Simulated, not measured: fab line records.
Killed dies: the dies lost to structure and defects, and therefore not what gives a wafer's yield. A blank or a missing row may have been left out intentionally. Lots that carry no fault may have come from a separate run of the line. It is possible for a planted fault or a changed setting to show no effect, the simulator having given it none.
Which tool was responsible? :: flow sky130 :: 13 lots, 39 wafers sampled, at 6 steps of a route of 708

WHAT THE GAUGES READ, wafer by wafer
SKY_FIELD_ISO_THK_MEAS_04. Usual: FIELD_ISO_CVD_03_THK 164.8 nm, standard deviation 1.6.
lot: L820
measured: day 1 15:14
on: film metro-01
FIELD_ISO_CVD_03_THK (nm): 164.8 164.3 165.6
flag: 

lot: L821
measured: day 1 19:26
on: film metro-01
FIELD_ISO_CVD_03_THK (nm): 164.3 165.8 165.7
flag: 

lot: L822
measured: day 2 00:50
on: film metro-01
FIELD_ISO_CVD_03_THK (nm): 166.1 163.9 164.6
flag: 

lot: L824
measured: day 2 09:49
on: film metro-02
FIELD_ISO_CVD_03_THK (nm): 162.6 161.3 163.6
flag: 

lot: L828
measured: day 3 05:30
on: film metro-01
FIELD_ISO_CVD_03_THK (nm): 165.4 165.3 165.7
flag: 

lot: L833
measured: day 4 08:07
on: film metro-02
FIELD_ISO_CVD_03_THK (nm): 167.6 167.6 166.9
flag: 

lot: L835
measured: day 4 16:53
on: film metro-03
FIELD_ISO_CVD_03_THK (nm): 165.2 165.2 167.5
flag: 

lot: L836
measured: day 4 22:59
on: film metro-03
FIELD_ISO_CVD_03_THK (nm): 166.2 167.4 167.0
flag: 

lot: L837
measured: day 5 05:06
on: film metro-02
FIELD_ISO_CVD_03_THK (nm): 164.9 163.2 164.0
flag: 

lot: L839
measured: day 5 12:48
on: film metro-01
FIELD_ISO_CVD_03_THK (nm): 163.8 162.9 162.9
flag: 

lot: L840
measured: day 5 20:07
on: film metro-02
FIELD_ISO_CVD_03_THK (nm): 164.5 165.9 165.9
flag: 

lot: L841
measured: day 5 22:39
on: film metro-03
FIELD_ISO_CVD_03_THK (nm): 164.5 163.3 163.0
flag: 

lot: L842
measured: day 6 09:25
on: film metro-03
FIELD_ISO_CVD_03_THK (nm): 164.3 163.1 164.4
flag: 

SKY_FIELD_ISO_CD_MEAS_13: the cd target is 150 nm. Usual: cd nm 150.3 nm, standard deviation 1.5.
lot: L820
measured: day 2 04:55
on: cd sem-02
cd nm (nm): 152.1 151.7 150.4
flag: 

lot: L821
measured: day 2 09:40
on: cd sem-01
cd nm (nm): 149.9 149.7 149.1
flag: 

lot: L822
measured: day 2 15:51
on: cd sem-01
cd nm (nm): 151.7 150.5 151.0
flag: 

lot: L824
measured: day 3 00:52
on: cd sem-02
cd nm (nm): 147.5 150.5 149.4
flag: 

lot: L828
measured: day 3 21:17
on: cd sem-02
cd nm (nm): 148.9 150.4 149.1
flag: 

lot: L833
measured: day 5 01:52
on: cd sem-01
cd nm (nm): 153.7 152.2 152.7
flag: 

lot: L835
measured: day 5 09:46
on: cd sem-02
cd nm (nm): 151.6 149.9 152.6
flag: 

lot: L836
measured: day 5 15:30
on: cd sem-01
cd nm (nm): 152.4 154.2 151.6
flag: 

lot: L837
measured: day 5 23:16
on: cd sem-02
cd nm (nm): 149.0 151.1 148.8
flag: 

lot: L839
measured: day 6 07:09
on: cd sem-02
cd nm (nm): 148.3 148.6 147.5
flag: 

lot: L840
measured: day 6 14:17
on: cd sem-02
cd nm (nm): 150.5 150.3 149.9
flag: 

lot: L841
measured: day 6 16:52
on: cd sem-01
cd nm (nm): 151.2 150.4 150.9
flag: 

lot: L842
measured: day 7 03:11
on: cd sem-01
cd nm (nm): 152.1 151.0 150.8
flag: 

SKY_VT_ADJUST_LVTN_OVL_MEAS_18. Usual: VT_ADJUST_LVTN_01_OVL -0.1 nm, standard deviation 1.2.
lot: L820
measured: day 7 12:03
on: overlay-01
VT_ADJUST_LVTN_01_OVL (nm): -1.4 1.7 1.3
flag: 

lot: L821
measured: day 7 17:45
on: overlay-02
VT_ADJUST_LVTN_01_OVL (nm): -0.3 0.1 0.9
flag: 

lot: L822
measured: day 8 07:24
on: overlay-02
VT_ADJUST_LVTN_01_OVL (nm): -1.0 -0.6 0.0
flag: 

lot: L824
measured: day 8 15:10
on: overlay-02
VT_ADJUST_LVTN_01_OVL (nm): - - -
flag: OFF

lot: L828
measured: day 9 19:49
on: overlay-01
VT_ADJUST_LVTN_01_OVL (nm): 0.7 -1.7 0.4
flag: 

lot: L833
measured: day 11 11:46
on: overlay-02
VT_ADJUST_LVTN_01_OVL (nm): 4.3 0.1 0.4
flag: 

lot: L835
measured: day 11 21:55
on: overlay-02
VT_ADJUST_LVTN_01_OVL (nm): -1.1 0.2 -0.3
flag: 

lot: L836
measured: day 12 07:22
on: overlay-02
VT_ADJUST_LVTN_01_OVL (nm): -1.0 -2.2 -1.7
flag: 

lot: L837
measured: day 13 05:03
on: overlay-01
VT_ADJUST_LVTN_01_OVL (nm): 0.5 0.7 1.1
flag: 

lot: L839
measured: day 13 09:12
on: overlay-02
VT_ADJUST_LVTN_01_OVL (nm): -1.1 -0.8 -0.4
flag: 

lot: L840
measured: day 13 15:31
on: overlay-01
VT_ADJUST_LVTN_01_OVL (nm): -1.3 -2.0 -2.9
flag: 

lot: L841
measured: day 13 15:13
on: overlay-02
VT_ADJUST_LVTN_01_OVL (nm): 0.4 -2.1 -1.0
flag: 

lot: L842
measured: day 14 02:19
on: overlay-01
VT_ADJUST_LVTN_01_OVL (nm): 0.2 1.1 -0.7
flag: 

SKY_VT_ADJUST_LVTN_TW_MEAS_21. Usual: VT_ADJUST_LVTN_2_TW 188.9, standard deviation 1.5.
lot: L820
measured: day 7 12:20
on: film metro-02
VT_ADJUST_LVTN_2_TW: 187.9 187.9 187.3
flag: 

lot: L821
measured: day 7 18:02
on: film metro-03
VT_ADJUST_LVTN_2_TW: 189.8 189.5 189.5
flag: 

lot: L822
measured: day 8 07:41
on: film metro-03
VT_ADJUST_LVTN_2_TW: 190.9 192.0 191.5
flag: 

lot: L824
measured: day 8 15:37
on: film metro-04
VT_ADJUST_LVTN_2_TW: 30.2 30.1 30.2
flag: OFF

lot: L828
measured: day 9 20:07
on: film metro-03
VT_ADJUST_LVTN_2_TW: 190.7 190.4 191.1
flag: 

lot: L833
measured: day 11 12:03
on: film metro-03
VT_ADJUST_LVTN_2_TW: 189.6 190.1 189.6
flag: 

lot: L835
measured: day 11 22:12
on: film metro-04
VT_ADJUST_LVTN_2_TW: 190.3 188.9 189.5
flag: 

lot: L836
measured: day 12 07:40
on: film metro-02
VT_ADJUST_LVTN_2_TW: 187.6 187.1 187.0
flag: 

lot: L837
measured: day 13 05:20
on: film metro-02
VT_ADJUST_LVTN_2_TW: 187.8 188.1 187.6
flag: 

lot: L839
measured: day 13 09:29
on: film metro-02
VT_ADJUST_LVTN_2_TW: 187.2 188.4 187.2
flag: 

lot: L840
measured: day 13 15:48
on: film metro-03
VT_ADJUST_LVTN_2_TW: 190.5 189.9 190.4
flag: 

lot: L841
measured: day 13 15:30
on: film metro-03
VT_ADJUST_LVTN_2_TW: 189.6 190.7 190.3
flag: 

lot: L842
measured: day 14 02:36
on: film metro-04
VT_ADJUST_LVTN_2_TW: 188.2 188.9 188.4
flag: 

EACH LOT AND THE TOOL THAT RAN IT (in order: tool; ch and the chambers of the sampled wafers; start)
lot: L820
SKY_FIELD_ISO_ETCH_15: rie diel-04 ch 1,2, day 2 05:05
SKY_VT_ADJUST_LVTN_EXPOSE_15: iline stepper-02 ch 0, day 7 01:58

lot: L821
SKY_FIELD_ISO_ETCH_15: rie diel-02 ch 0,1,2, day 2 09:49
SKY_VT_ADJUST_LVTN_EXPOSE_15: iline stepper-01 ch 0, day 7 08:14

lot: L822
SKY_FIELD_ISO_ETCH_15: rie diel-02 ch 0,1,3, day 2 16:01
SKY_VT_ADJUST_LVTN_EXPOSE_15: iline stepper-01 ch 0, day 7 21:30

lot: L824
SKY_FIELD_ISO_ETCH_15: rie diel-04 ch 0,1,3, day 3 00:59
SKY_VT_ADJUST_LVTN_EXPOSE_15: iline stepper-02 ch 0, day 8 05:31

lot: L828
SKY_FIELD_ISO_ETCH_15: rie diel-04 ch 0,1,3, day 3 21:25
SKY_VT_ADJUST_LVTN_EXPOSE_15: iline stepper-02 ch 0, day 9 09:08

lot: L833
SKY_FIELD_ISO_ETCH_15: rie diel-02 ch 2,3, day 5 02:01
SKY_VT_ADJUST_LVTN_EXPOSE_15: iline stepper-01 ch 0, day 11 00:34

lot: L835
SKY_FIELD_ISO_ETCH_15: rie diel-03 ch 0,2, day 5 09:56
SKY_VT_ADJUST_LVTN_EXPOSE_15: iline stepper-02 ch 0, day 11 10:57

lot: L836
SKY_FIELD_ISO_ETCH_15: rie diel-02 ch 0,2,3, day 5 15:38
SKY_VT_ADJUST_LVTN_EXPOSE_15: iline stepper-01 ch 0, day 11 19:43

lot: L837
SKY_FIELD_ISO_ETCH_15: rie diel-03 ch 0,1,2, day 5 23:26
SKY_VT_ADJUST_LVTN_EXPOSE_15: iline stepper-01 ch 0, day 12 16:39

lot: L839
SKY_FIELD_ISO_ETCH_15: rie diel-02 ch 0,1,3, day 6 07:19
SKY_VT_ADJUST_LVTN_EXPOSE_15: iline stepper-01 ch 0, day 12 20:27

lot: L840
SKY_FIELD_ISO_ETCH_15: rie diel-04 ch 1,2,3, day 6 14:26
SKY_VT_ADJUST_LVTN_EXPOSE_15: iline stepper-02 ch 0, day 13 03:03

lot: L841
SKY_FIELD_ISO_ETCH_15: rie diel-03 ch 0,3, day 6 17:01
SKY_VT_ADJUST_LVTN_EXPOSE_15: iline stepper-01 ch 0, day 13 02:47

lot: L842
SKY_FIELD_ISO_ETCH_15: rie diel-03 ch 0,1,2, day 7 03:20
SKY_VT_ADJUST_LVTN_EXPOSE_15: iline stepper-01 ch 0, day 13 14:06
- SKY_FIELD_ISO_ETCH_15: etches the open film in CHF3/O2, stops on Si, target depth 180 nm, time 72 s.
- SKY_VT_ADJUST_LVTN_EXPOSE_15: exposes mask HVN STD DERIVED, target cd 600 nm.

AS READ BY THE TOOLS THEMSELVES (means over the sampled wafers that have a number; for cases with no such wafer, the mark the record gives instead)
SKY_FIELD_ISO_ETCH_15. Usual: drypump motor current A 5.7 A, standard deviation 0.32; oes product au 0.945 a.u., standard deviation 0.0075; throttle valve pct 8.845 %, standard deviation 0.0099.
lot: L820
tool: rie diel-04
drypump motor current A (A): 6.0
oes product au (a.u.): 0.947
throttle valve pct (%): 8.841
flag: 

lot: L821
tool: rie diel-02
drypump motor current A (A): 5.5
oes product au (a.u.): 0.944
throttle valve pct (%): 8.841
flag: 

lot: L822
tool: rie diel-02
drypump motor current A (A): 5.5
oes product au (a.u.): 0.942
throttle valve pct (%): 8.847
flag: 

lot: L824
tool: rie diel-04
drypump motor current A (A): 5.7
oes product au (a.u.): 0.933
throttle valve pct (%): 8.847
flag: 

lot: L828
tool: rie diel-04
drypump motor current A (A): 5.7
oes product au (a.u.): 0.943
throttle valve pct (%): 8.847
flag: 

lot: L833
tool: rie diel-02
drypump motor current A (A): 5.8
oes product au (a.u.): 0.955
throttle valve pct (%): 8.846
flag: 

lot: L835
tool: rie diel-03
drypump motor current A (A): 6.2
oes product au (a.u.): 0.948
throttle valve pct (%): 8.834
flag: 

lot: L836
tool: rie diel-02
drypump motor current A (A): 5.5
oes product au (a.u.): 0.952
throttle valve pct (%): 8.847
flag: 

lot: L837
tool: rie diel-03
drypump motor current A (A): 5.9
oes product au (a.u.): 0.938
throttle valve pct (%): 8.852
flag: 

lot: L839
tool: rie diel-02
drypump motor current A (A): 5.6
oes product au (a.u.): 0.942
throttle valve pct (%): 8.833
flag: 

lot: L840
tool: rie diel-04
drypump motor current A (A): 6.0
oes product au (a.u.): 0.946
throttle valve pct (%): 8.839
flag: 

lot: L841
tool: rie diel-03
drypump motor current A (A): 5.5
oes product au (a.u.): 0.943
throttle valve pct (%): 8.846
flag: 

lot: L842
tool: rie diel-03
drypump motor current A (A): 5.9
oes product au (a.u.): 0.943
throttle valve pct (%): 8.842
flag: 

THE ANSWER, worked out from the rows above alone
Rule: take the mean of a lot's wafers that have a number; if it is more than 3 standard deviations from the usual mean, the lot is off. A lot without any number at a reading at which 4 lots or more have one is off too. The other lots that the step has rows for count as sound. Order of review: gauges by route order, followed by the tools' own readings, for which a lot's mean as printed above is used. The first step at which some lot is off is used, and at that step the reading that is off furthest; a lot without a number counts as furthest.
Off: L824, at SKY_VT_ADJUST_LVTN_OVL_MEAS_18 (VT_ADJUST_LVTN_01_OVL). Without a number there: L824.
If a tool, at a process step before that reading, ran all the lots that are off and no sound lot after the first of them, it fits. The gauges at SKY_VT_ADJUST_LVTN_OVL_MEAS_18 aren't tried: what is off there is off at SKY_VT_ADJUST_LVTN_TW_MEAS_21 too, on other tools, and a gauge's error can't cause that. Not one of the candidates tried fits.

WHAT THE SIMULATOR PUT IN
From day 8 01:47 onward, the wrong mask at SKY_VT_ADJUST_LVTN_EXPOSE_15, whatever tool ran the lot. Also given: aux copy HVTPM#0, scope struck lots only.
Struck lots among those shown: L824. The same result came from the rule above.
